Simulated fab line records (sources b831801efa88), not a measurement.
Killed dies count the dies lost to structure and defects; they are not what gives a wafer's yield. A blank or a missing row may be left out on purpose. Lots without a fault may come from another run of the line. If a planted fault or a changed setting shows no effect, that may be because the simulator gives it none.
fab line records | flow sky130
record lots=12 | wafers=36 | last_day=50
route steps=708 shown METAL1@437 VIA1@471 VIA2@523 PAD_OPEN@708
lots untouched by any fault: they come from a run of this same line in which no faults occurred
start_h: hours from the record's opening day to when the first of the lot's shown wafers began | wait_h: how many hours have passed since the lot's step before this one | " same as the row above | L1.1+2: a single row standing in for several wafers | - either no value or no given start | * or withheld: withheld | < > ~ a bound
route shown NAME@n: names a module that has steps shown in the file, with the first one's number in the route | usual: the fault-free wafers' mean and standard deviation | same: alike in all rows | chamber/n: place in a boat | sites: each site's reading | _std_site: the standard deviation of these | _edge_site: the outer-site mean with the inner-site mean subtracted | radius_mm: for every site, how far away it sits from the centre of the wafer | mask NAME#n: copy n | behind: tool/chamber where the wafer was last shaped | hold: why the lot went on hold/how many hours it stayed there/how the hold came to an end | device: the n, p or np transistor that did not switch | end of line: the tests these same wafers got at the end of their route | a step with no rows: only its recipe | killed: count of dies lost to structure and defects at first sort (not the wafer's yield) | map: a wafer's dies, x killed, . not, _ none there
set.NAME: the setting the step ran with; set.NAME@STEP: the setting that earlier step ran with | model.NAME: the simulator's own value behind a step, which no gauge read
route steps across a sampled set of lots; one table per step, one row per wafer
services: when a tool's chamber went out of use (start_h, in hours from the record's first day, below 0 if earlier), for how many hours, and the reason
## steps
# step SKY_METAL1_SPUTTER_03
# recipe material=Ti | target_thk_nm=5 | power_w=3000 | time_s=3.3 | chamber_pressure_pa=0.4
# usual chamber_pressure_pa=0.4000/0.00087 | throttle_valve_pct=30.3/1.3
lot.wafer | tool           | chamber | start_h | wait_h | chamber_pressure_pa | throttle_valve_pct
L679.1    | pvd_sputter-01 | -       | 736.08  | 0.0    | 0.3998              | 28.8
L679.4    | "              | -       | "       | "      | 0.3991              | 30.2
L679.6    | "              | -       | "       | "      | 0.3991              | 31.1
L681.3    | pvd_sputter-02 | -       | 759.99  | 0.0    | 0.4017              | 28.8
L681.4    | "              | -       | "       | "      | 0.3985              | 29.0
L681.5    | "              | -       | "       | "      | 0.3983              | 29.4
L686.2    | pvd_sputter-01 | -       | 788.83  | 0.0    | 0.4003              | 28.5
L686.4    | "              | -       | "       | "      | 0.4001              | 32.1
L686.6    | "              | -       | "       | "      | 0.4004              | 31.3
L688.2    | pvd_sputter-04 | -       | 801.39  | 0.0    | 0.3998              | 30.1
L688.4    | "              | -       | "       | "      | 0.3996              | 28.8
L688.5    | "              | -       | "       | "      | 0.4001              | 29.6
L689.1    | pvd_sputter-04 | -       | 811.42  | 0.0    | 0.3994              | 32.4
L689.2    | "              | -       | "       | "      | 0.3994              | 29.9
L689.4    | "              | -       | "       | "      | 0.4003              | 32.3
L690.3    | pvd_sputter-04 | -       | 818.88  | 0.0    | 0.4016              | 29.8
L690.4    | "              | -       | "       | "      | 0.4002              | 29.8
L690.5    | "              | -       | "       | "      | 0.3994              | 32.1
L691.1    | pvd_sputter-02 | -       | 823.04  | 0.0    | 0.4003              | 28.9
L691.3    | "              | -       | "       | "      | 0.3990              | 29.4
L691.4    | "              | -       | "       | "      | 0.3984              | 30.4
L695.3    | pvd_sputter-01 | -       | 862.03  | 0.0    | 0.4001              | 32.5
L695.4    | "              | -       | "       | "      | 0.4007              | 28.5
L695.5    | "              | -       | "       | "      | 0.4004              | 30.1
L699.1    | pvd_sputter-04 | -       | 886.33  | 0.0    | 0.3997              | 29.8
L699.2    | "              | -       | "       | "      | 0.4003              | 28.5
L699.4    | "              | -       | "       | "      | 0.4001              | 32.1
L700.1    | pvd_sputter-02 | -       | 895.98  | 0.0    | 0.4016              | 30.7
L700.4    | "              | -       | "       | "      | 0.4003              | 30.6
L700.5    | "              | -       | "       | "      | 0.3996              | 30.4
L701.1    | pvd_sputter-04 | -       | 897.61  | 0.0    | 0.4006              | 32.5
L701.2    | "              | -       | "       | "      | 0.4000              | 29.5
L701.4    | "              | -       | "       | "      | 0.3985              | 28.5
L702.2    | pvd_sputter-01 | -       | 908.27  | 0.0    | 0.4005              | 31.4
L702.4    | "              | -       | "       | "      | 0.4007              | 28.4
L702.5    | "              | -       | "       | "      | 0.3995              | 32.2
# step SKY_VIA1_OVL_MEAS_13
# usual VIA1_OVL=0/4.1
lot.wafer | tool       | chamber | start_h | wait_h | VIA1_OVL[nm]
L679.1    | overlay-02 | -       | 791.21  | 0.1    | 3
L679.4    | "          | -       | "       | "      | 1
L679.6    | "          | -       | "       | "      | -2
L681.3    | overlay-01 | -       | 814.57  | 0.1    | -3
L681.4    | "          | -       | "       | "      | 5
L681.5    | "          | -       | "       | "      | 1
L686.2    | overlay-02 | -       | 843.40  | 0.1    | 2
L686.4    | "          | -       | "       | "      | 0
L686.6    | "          | -       | "       | "      | -1
L688.2    | overlay-02 | -       | 855.75  | 0.1    | -3
L688.4    | "          | -       | "       | "      | -4
L688.5    | "          | -       | "       | "      | 10
L689.1    | overlay-02 | -       | 865.31  | 0.1    | 4
L689.2    | "          | -       | "       | "      | 8
L689.4    | "          | -       | "       | "      | -3
L690.3    | overlay-01 | -       | 873.82  | 0.1    | 9
L690.4    | "          | -       | "       | "      | 1
L690.5    | "          | -       | "       | "      | 7
L691.1    | overlay-01 | -       | 876.19  | 0.1    | 3
L691.3    | "          | -       | "       | "      | 1
L691.4    | "          | -       | "       | "      | -2
L695.3    | overlay-01 | -       | 915.55  | 0.1    | 2
L695.4    | "          | -       | "       | "      | 4
L695.5    | "          | -       | "       | "      | 0
L699.1    | overlay-02 | -       | 937.94  | 0.1    | -2
L699.2    | "          | -       | "       | "      | -7
L699.4    | "          | -       | "       | "      | -7
L700.1    | overlay-01 | -       | 947.41  | 0.1    | -5
L700.4    | "          | -       | "       | "      | -1
L700.5    | "          | -       | "       | "      | -7
L701.1    | overlay-01 | -       | 949.26  | 0.1    | -2
L701.2    | "          | -       | "       | "      | 4
L701.4    | "          | -       | "       | "      | 3
L702.2    | overlay-01 | -       | 959.35  | 0.1    | -1
L702.4    | "          | -       | "       | "      | 5
L702.5    | "          | -       | "       | "      | -3
# step SKY_VIA1_SPUTTER_20
# recipe material=TiN | target_thk_nm=20 | chamber_pressure_pa=5 | power_w=4000 | time_s=80
# usual chamber_pressure_pa=4.999/0.01 | throttle_valve_pct=30.1/1.1
lot.wafer | tool           | chamber | start_h | wait_h | chamber_pressure_pa | throttle_valve_pct
L679.1    | pvd_sputter-03 | -       | 791.96  | 0.0    | 4.991               | 30.8
L679.4    | "              | -       | "       | "      | 4.983               | 28.6
L679.6    | "              | -       | "       | "      | 4.995               | 30.7
L681.3    | pvd_sputter-04 | -       | 815.28  | 0.0    | 4.983               | 29.7
L681.4    | "              | -       | "       | "      | 4.992               | 29.8
L681.5    | "              | -       | "       | "      | 5.006               | 32.4
L686.2    | pvd_sputter-04 | -       | 844.11  | 0.0    | 4.990               | 30.0
L686.4    | "              | -       | "       | "      | 4.999               | 32.2
L686.6    | "              | -       | "       | "      | 5.011               | 28.7
L688.2    | pvd_sputter-02 | -       | 856.46  | 0.0    | 5.017               | 30.7
L688.4    | "              | -       | "       | "      | 5.011               | 30.4
L688.5    | "              | -       | "       | "      | 5.021               | 30.3
L689.1    | pvd_sputter-03 | -       | 866.06  | 0.0    | 4.987               | 28.7
L689.2    | "              | -       | "       | "      | 5.004               | 30.9
L689.4    | "              | -       | "       | "      | 4.986               | 30.1
L690.3    | pvd_sputter-03 | -       | 874.53  | 0.0    | 4.998               | 30.5
L690.4    | "              | -       | "       | "      | 4.992               | 30.2
L690.5    | "              | -       | "       | "      | 4.986               | 30.5
L691.1    | pvd_sputter-03 | -       | 876.96  | 0.0    | 5.008               | 30.6
L691.3    | "              | -       | "       | "      | 5.006               | 28.7
L691.4    | "              | -       | "       | "      | 4.992               | 30.4
L695.3    | pvd_sputter-03 | -       | 916.26  | 0.0    | 4.985               | 29.6
L695.4    | "              | -       | "       | "      | 5.004               | 28.6
L695.5    | "              | -       | "       | "      | 5.009               | 30.5
L699.1    | pvd_sputter-03 | -       | 938.67  | 0.0    | 4.999               | 28.8
L699.2    | "              | -       | "       | "      | 5.000               | 30.7
L699.4    | "              | -       | "       | "      | 5.004               | 30.8
L700.1    | pvd_sputter-02 | -       | 948.14  | 0.0    | 4.977               | 29.2
L700.4    | "              | -       | "       | "      | 4.992               | 30.4
L700.5    | "              | -       | "       | "      | 5.001               | 30.7
L701.1    | pvd_sputter-04 | -       | 949.97  | 0.0    | 5.006               | 28.5
L701.2    | "              | -       | "       | "      | 4.985               | 29.6
L701.4    | "              | -       | "       | "      | 5.001               | 29.6
L702.2    | pvd_sputter-04 | -       | 960.09  | 0.0    | 5.017               | 29.7
L702.4    | "              | -       | "       | "      | 5.002               | 28.7
L702.5    | "              | -       | "       | "      | 4.996               | 28.3
# step SKY_VIA2_STRIP_16
# recipe chemistry=O2/N2 | power_w=1400 | pressure_mtorr=1500 | platen_temp_c=withheld | o2_flow_sccm=3000 | n2_flow_sccm=300 | overash_fraction=0.5
# usual chamber_pressure_mTorr=1500.0/1.4 | drypump_motor_current_A=5.55/0.13 | oes_product_au=0.399/0.0045 | strip_time_to_endpoint_s=4.076/0.026
lot.wafer | tool            | chamber | start_h | wait_h | chamber_pressure_mTorr | drypump_motor_current_A | oes_product_au | rf_hours_counter_h | strip_time_to_endpoint_s
L679.1    | plasma_asher-04 | 0       | 846.80  | 0.0    | 1497.5                 | 5.66                    | 0.390          | 73                 | 4.082
L679.4    | "               | 0       | "       | "      | 1501.9                 | 5.70                    | 0.411          | -                  | 4.049
L679.6    | "               | 0       | "       | "      | 1497.2                 | 5.68                    | 0.396          | -                  | 4.081
L681.3    | plasma_asher-03 | 0       | 869.71  | 0.1    | 1499.5                 | 5.64                    | 0.387          | -                  | 4.067
L681.4    | "               | 1       | "       | "      | 1499.6                 | 5.68                    | 0.400          | -                  | 4.053
L681.5    | "               | 1       | "       | "      | 1500.1                 | 5.68                    | 0.403          | -                  | 4.075
L686.2    | plasma_asher-03 | 0       | 897.45  | 0.0    | 1501.0                 | 5.65                    | 0.395          | 45                 | 4.078
L686.4    | "               | 0       | "       | "      | 1500.3                 | 5.62                    | 0.410          | -                  | 4.074
L686.6    | "               | 0       | "       | "      | 1498.5                 | 5.67                    | 0.399          | -                  | 4.059
L688.2    | plasma_asher-02 | 0       | 909.49  | 0.0    | 1499.9                 | 5.35                    | 0.402          | 110                | 4.099
L688.4    | "               | 1       | "       | "      | 1497.8                 | 5.58                    | 0.406          | -                  | 4.068
L688.5    | "               | 0       | "       | "      | 1499.6                 | 5.35                    | 0.404          | -                  | 4.097
L689.1    | plasma_asher-03 | 1       | 919.45  | 0.0    | -                      | -                       | -              | -                  | -
L689.2    | "               | 0       | "       | "      | -                      | -                       | -              | -                  | -
L689.4    | "               | 0       | "       | "      | -                      | -                       | -              | -                  | -
L690.3    | plasma_asher-02 | 1       | 927.77  | 0.1    | -                      | -                       | -              | -                  | -
L690.4    | "               | 0       | "       | "      | -                      | -                       | -              | -                  | -
L690.5    | "               | 0       | "       | "      | -                      | -                       | -              | -                  | -
L691.1    | plasma_asher-04 | 1       | 930.50  | 0.0    | 1503.1                 | 5.41                    | 0.401          | 80                 | 4.092
L691.3    | "               | 0       | "       | "      | 1498.8                 | 5.68                    | 0.399          | -                  | 4.048
L691.4    | "               | 1       | "       | "      | 1497.4                 | 5.40                    | 0.403          | -                  | 4.080
L695.3    | plasma_asher-04 | 1       | 967.22  | 0.1    | 1501.4                 | 5.43                    | 0.397          | -                  | 4.064
L695.4    | "               | 0       | "       | "      | 1502.4                 | 5.67                    | 0.395          | -                  | 4.046
L695.5    | "               | 1       | "       | "      | 1500.2                 | 5.40                    | 0.395          | -                  | 4.096
L699.1    | plasma_asher-04 | 1       | 990.29  | 0.0    | 1500.4                 | 5.45                    | 0.396          | 86                 | 4.046
L699.2    | "               | 0       | "       | "      | 1499.2                 | 5.64                    | 0.396          | 86                 | 4.095
L699.4    | "               | 0       | "       | "      | 1499.3                 | 5.67                    | 0.394          | -                  | 4.040
L700.1    | plasma_asher-03 | 1       | 998.30  | 0.0    | 1499.9                 | 5.67                    | 0.403          | 55                 | 4.072
L700.4    | "               | 1       | "       | "      | 1498.1                 | 5.70                    | 0.399          | -                  | 4.088
L700.5    | "               | 1       | "       | "      | 1501.2                 | 5.68                    | 0.407          | -                  | 4.085
L701.1    | plasma_asher-04 | 1       | 999.75  | 0.0    | 1499.4                 | 5.43                    | 0.404          | 87                 | 4.068
L701.2    | "               | 0       | "       | "      | 1499.2                 | 5.66                    | 0.393          | 87                 | 4.041
L701.4    | "               | 0       | "       | "      | 1502.4                 | 5.67                    | 0.400          | -                  | 4.079
L702.2    | plasma_asher-02 | 1       | 1010.33 | 0.0    | 1499.3                 | 5.61                    | 0.392          | 120                | 4.087
L702.4    | "               | 1       | "       | "      | 1500.0                 | 5.60                    | 0.396          | -                  | 4.112
L702.5    | "               | 0       | "       | "      | 1500.1                 | 5.35                    | 0.397          | -                  | 4.114
# step SKY_PAD_OPEN_PROBE_99
# usual defect_limited_yield=81.9/2 | killed_at_M0_to_M3=43/6.5 | killed_at_M4_up=3.2/1.8 | killed_at_contacts=26/5.2 | killed_at_front_end=16/4.8 | killed_at_other=0.3/0.6 | killed_dies=89/9.6 | killed_on_rim=17/3.7 | killed_open=48/7.1 | killed_short=40/6.4 | sort_bin_3_pad_short=0.9/0.37 | sort_bin_5_function=10.7/1.4 | sort_bin_6_memory=6.5/1.2 | sort_n_pass=403/9.6 | sort_yield_pct=81.9/2
# same gross_dies=492 | killed_at_back_side=0 | sort_bin_4_leakage[%]=0 | sort_bin_8_speed[%]=0
lot.wafer | tool      | chamber | start_h | wait_h | defect_limited_yield[%] | killed_at_M0_to_M3 | killed_at_M4_up | killed_at_contacts | killed_at_front_end | killed_at_other | killed_dies | killed_on_rim | killed_open | killed_short | sort_bin_3_pad_short[%] | sort_bin_5_function[%] | sort_bin_6_memory[%] | sort_n_pass | sort_yield_pct[%]
L686.2    | prober-02 | -       | 1117.54 | 0.1    | 83.7                    | 38                 | 5               | 24                 | 13                  | 0               | 80          | 15            | 47          | 33           | 1.4                     | 8.9                    | 5.9                  | 412         | 83.7
L686.4    | prober-02 | -       | 1117.64 | 0.2    | 82.3                    | 41                 | 4               | 21                 | 20                  | 1               | 87          | 18            | 43          | 43           | 1.0                     | 10.0                   | 6.7                  | 405         | 82.3
L686.6    | prober-02 | -       | 1117.74 | 0.2    | 80.5                    | 52                 | 2               | 22                 | 20                  | 0               | 96          | 20            | 49          | 47           | 0.6                     | 12.8                   | 6.1                  | 396         | 80.5
L689.1    | prober-01 | -       | 1134.44 | 0.1    | 0                       | 456                | 0               | 22                 | 13                  | 1               | 492         | 96            | 47          | 34           | 1.0                     | 92.7                   | 6.3                  | 0           | 0
L689.2    | prober-01 | -       | 1134.49 | 0.1    | 0                       | 441                | 0               | 33                 | 17                  | 1               | 492         | 96            | 50          | 34           | 0.6                     | 93.7                   | 5.7                  | 0           | 0
L689.4    | prober-01 | -       | 1134.59 | 0.2    | 0                       | 453                | 3               | 24                 | 12                  | 0               | 492         | 96            | 52          | 36           | 0                       | 93.5                   | 6.5                  | 0           | 0
L690.3    | prober-02 | -       | 1139.01 | 0.2    | 0                       | 448                | 7               | 21                 | 16                  | 0               | 492         | 96            | 42          | 48           | 0.8                     | 92.7                   | 6.5                  | 0           | 0
L690.4    | prober-02 | -       | 1139.06 | 0.2    | 0                       | 436                | 6               | 24                 | 26                  | 0               | 492         | 96            | 52          | 45           | 1.0                     | 91.9                   | 7.1                  | 0           | 0
L690.5    | prober-02 | -       | 1139.11 | 0.2    | 0                       | 433                | 6               | 29                 | 24                  | 0               | 492         | 96            | 55          | 43           | 0.6                     | 90.2                   | 9.1                  | 0           | 0
L695.3    | prober-01 | -       | 1170.37 | 0.2    | 82.1                    | 44                 | 5               | 23                 | 16                  | 0               | 88          | 17            | 51          | 35           | 0.4                     | 10.8                   | 6.7                  | 404         | 82.1
L699.1    | prober-01 | -       | 1182.96 | 0.1    | 81.7                    | 52                 | 3               | 22                 | 12                  | 1               | 90          | 14            | 51          | 39           | 1.4                     | 8.3                    | 8.5                  | 402         | 81.7
L699.2    | prober-01 | -       | 1183.01 | 0.1    | 78.7                    | 55                 | 1               | 32                 | 17                  | 0               | 105         | 18            | 53          | 52           | 0.6                     | 14.4                   | 6.3                  | 387         | 78.7
L699.4    | prober-01 | -       | 1183.11 | 0.2    | 80.9                    | 52                 | 3               | 24                 | 15                  | 0               | 94          | 18            | 57          | 37           | 1.4                     | 10.0                   | 7.7                  | 398         | 80.9
L701.1    | prober-01 | -       | 1192.10 | 0.1    | 80.7                    | 48                 | 4               | 22                 | 21                  | 0               | 95          | 18            | 52          | 43           | 0.6                     | 12.8                   | 5.9                  | 397         | 80.7
L701.2    | prober-01 | -       | 1192.15 | 0.1    | 79.7                    | 60                 | 3               | 21                 | 15                  | 1               | 100         | 15            | 62          | 37           | 0.8                     | 12.0                   | 7.5                  | 392         | 79.7
L701.4    | prober-01 | -       | 1192.25 | 0.2    | 79.9                    | 42                 | 3               | 31                 | 22                  | 1               | 99          | 15            | 60          | 38           | 0.4                     | 11.6                   | 8.1                  | 393         | 79.9
# killed by level:class
L686.2 LI_CONTACT:geometric_particle:open=10 VIA3:geometric_particle:open=7 VIA1:geometric_particle:open=7 VIA2:geometric_particle:open=7 CONTACT:geometric_particle:open=6 VIA1:geometric_particle:short=6 FIELD_ISO:geometric_particle:open=5 METAL4:geometric_particle:short=5
L686.4 CONTACT:geometric_particle:open=9 METAL1:geometric_particle:short=8 LI_CONTACT:geometric_particle:open=7 VIA1:geometric_particle:short=6 VIA1:geometric_particle:open=6 VIA3:geometric_particle:open=6 FIELD_ISO:geometric_particle:short=5 VIA3:geometric_particle:short=5
L686.6 VIA1:geometric_particle:open=14 VIA3:geometric_particle:open=8 CONTACT:geometric_particle:open=8 FIELD_ISO:geometric_particle:short=6 METAL3:geometric_particle:short=5 FIELD_ISO:geometric_particle:open=4 POLY_GATE:geometric_particle:short=4 LOCAL_INTERCONNECT:geometric_particle:short=4
L689.1 VIA2:area_sputter=411 VIA1:geometric_particle:open=10 CONTACT:geometric_particle:open=9 VIA2:geometric_particle:open=8 VIA3:geometric_particle:open=7 METAL1:geometric_particle:short=6 LI_CONTACT:geometric_particle:short=4 LI_CONTACT:geometric_particle:open=4
L689.2 VIA2:area_sputter=408 CONTACT:geometric_particle:open=9 LI_CONTACT:geometric_particle:open=8 LI_CONTACT:geometric_particle:short=8 VIA1:geometric_particle:open=8 VIA2:geometric_particle:open=8 CONTACT:geometric_particle:short=7 VIA3:geometric_particle:open=5
L689.4 VIA2:area_sputter=404 VIA1:geometric_particle:open=10 VIA3:geometric_particle:open=10 LI_CONTACT:geometric_particle:open=9 VIA2:geometric_particle:open=8 LOCAL_INTERCONNECT:geometric_particle:short=7 CONTACT:geometric_particle:open=5 VIA1:geometric_particle:short=5
L690.3 VIA2:area_sputter=402 LI_CONTACT:geometric_particle:open=10 VIA1:geometric_particle:open=8 VIA1:geometric_particle:short=7 VIA3:geometric_particle:short=6 METAL4:geometric_particle:short=6 METAL1:geometric_particle:short=6 CONTACT:geometric_particle:open=5
L690.4 VIA2:area_sputter=392 VIA1:geometric_particle:open=12 CONTACT:geometric_particle:open=9 METAL2:geometric_particle:short=9 VIA2:geometric_particle:open=9 POLY_GATE:geometric_particle:short=6 LI_CONTACT:geometric_particle:open=6 POLY_GATE:geometric_particle:open=5
L690.5 VIA2:area_sputter=394 CONTACT:geometric_particle:open=12 VIA1:geometric_particle:open=10 FIELD_ISO:geometric_particle:short=7 FIELD_ISO:geometric_particle:open=6 CONTACT:geometric_particle:short=6 VIA1:geometric_particle:short=6 LOCAL_INTERCONNECT:geometric_particle:short=5
L695.3 VIA1:geometric_particle:open=17 CONTACT:geometric_particle:open=9 VIA2:geometric_particle:open=7 POLY_GATE:geometric_particle:short=6 CONTACT:geometric_particle:short=5 METAL1:geometric_particle:open=5 METAL4:geometric_particle:short=5 LOCAL_INTERCONNECT:geometric_particle:short=4
L699.1 VIA1:geometric_particle:open=14 LI_CONTACT:geometric_particle:open=9 VIA2:geometric_particle:open=8 METAL1:geometric_particle:short=8 CONTACT:geometric_particle:open=7 VIA3:geometric_particle:open=7 FIELD_ISO:geometric_particle:short=6 LOCAL_INTERCONNECT:geometric_particle:short=5
L699.2 CONTACT:geometric_particle:open=14 VIA3:geometric_particle:open=12 METAL1:geometric_particle:short=10 LI_CONTACT:geometric_particle:open=7 METAL3:geometric_particle:short=6 FIELD_ISO:geometric_particle:short=5 VIA1:geometric_particle:open=5 LOCAL_INTERCONNECT:geometric_particle:short=5
L699.4 VIA3:geometric_particle:open=13 VIA1:geometric_particle:open=12 CONTACT:geometric_particle:open=8 VIA2:geometric_particle:open=7 LI_CONTACT:geometric_particle:open=6 LOCAL_INTERCONNECT:geometric_particle:short=6 METAL1:geometric_particle:short=6 FIELD_ISO:geometric_particle:open=5
L701.1 VIA1:geometric_particle:open=11 CONTACT:geometric_particle:open=9 POLY_GATE:geometric_particle:open=7 VIA3:geometric_particle:open=7 POLY_GATE:geometric_particle:short=5 LI_CONTACT:geometric_particle:open=5 VIA3:geometric_particle:short=5 VIA1:geometric_particle:short=5
L701.2 VIA1:geometric_particle:open=16 CONTACT:geometric_particle:open=10 METAL2:geometric_particle:short=10 VIA3:geometric_particle:open=10 VIA2:geometric_particle:open=8 METAL1:geometric_particle:short=6 VIA1:geometric_particle:short=6 POLY_GATE:geometric_particle:open=4
L701.4 CONTACT:geometric_particle:open=13 VIA1:geometric_particle:open=12 VIA2:geometric_particle:open=7 LI_CONTACT:geometric_particle:open=7 POLY_GATE:geometric_particle:short=6 METAL1:geometric_particle:short=6 FIELD_ISO:geometric_particle:open=5 FIELD_ISO:geometric_particle:short=5
## services
tool            | chamber | start_h | hours | kind
pvd_sputter-01  | -       | 715.79  | 1.3   | repair
plasma_asher-02 | -       | 778.73  | 3.8   | repair
pvd_sputter-02  | -       | 788.49  | 2.3   | repair
plasma_asher-04 | -       | 796.39  | 1.3   | repair
plasma_asher-04 | -       | 807.98  | 0.5   | repair
pvd_sputter-02  | -       | 825.97  | 2.5   | repair
pvd_sputter-04  | -       | 857.11  | 7.0   | repair
pvd_sputter-02  | -       | 866.86  | 5.3   | repair
pvd_sputter-01  | -       | 871.03  | 0.7   | repair
pvd_sputter-03  | -       | 880.05  | 2.3   | repair
plasma_asher-04 | -       | 901.04  | 14.6  | pm
pvd_sputter-03  | -       | 904.78  | 3.0   | repair
plasma_asher-03 | -       | 930.47  | 0.9   | repair
pvd_sputter-04  | -       | 938.77  | 1.9   | repair
pvd_sputter-03  | -       | 944.10  | 1.9   | repair
pvd_sputter-03  | -       | 946.71  | 4.6   | repair
plasma_asher-03 | -       | 956.29  | 2.8   | pm
## key
first_sign step=SKY_VIA2_STRIP_16 | reading=tool_record | direction=missing
effect step=SKY_PAD_OPEN_PROBE_99 | reading=killed_at_M0_to_M3 | direction=up | sigmas=61 | usual=43 | struck=444
more_kills_born_at SKY_VIA2_SPUTTER_20@pvd_sputter-03=1223 | SKY_VIA2_SPUTTER_20@pvd_sputter-01=1188
met_at SKY_VIA2_STRIP_16
struck_lots L689,L690
later_rows_left_out L689.1,L689.2,L689.4,L690.3,L690.4,L690.5
not_acting_at SKY_METAL1_SPUTTER_03,SKY_VIA1_OVL_MEAS_13,SKY_VIA1_SPUTTER_20
onset_between 909.49 919.45
fault kind=skipped_step_whole | tool=plasma_asher-02,plasma_asher-03 | chamber=- | onset_h=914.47 | steps=SKY_VIA2_STRIP_16 | scope=struck_lots_only
# later_rows_left_out: the simulator's readings of these wafers behind a module that went badly wrong aren't trusted and aren't shown, but for the sort
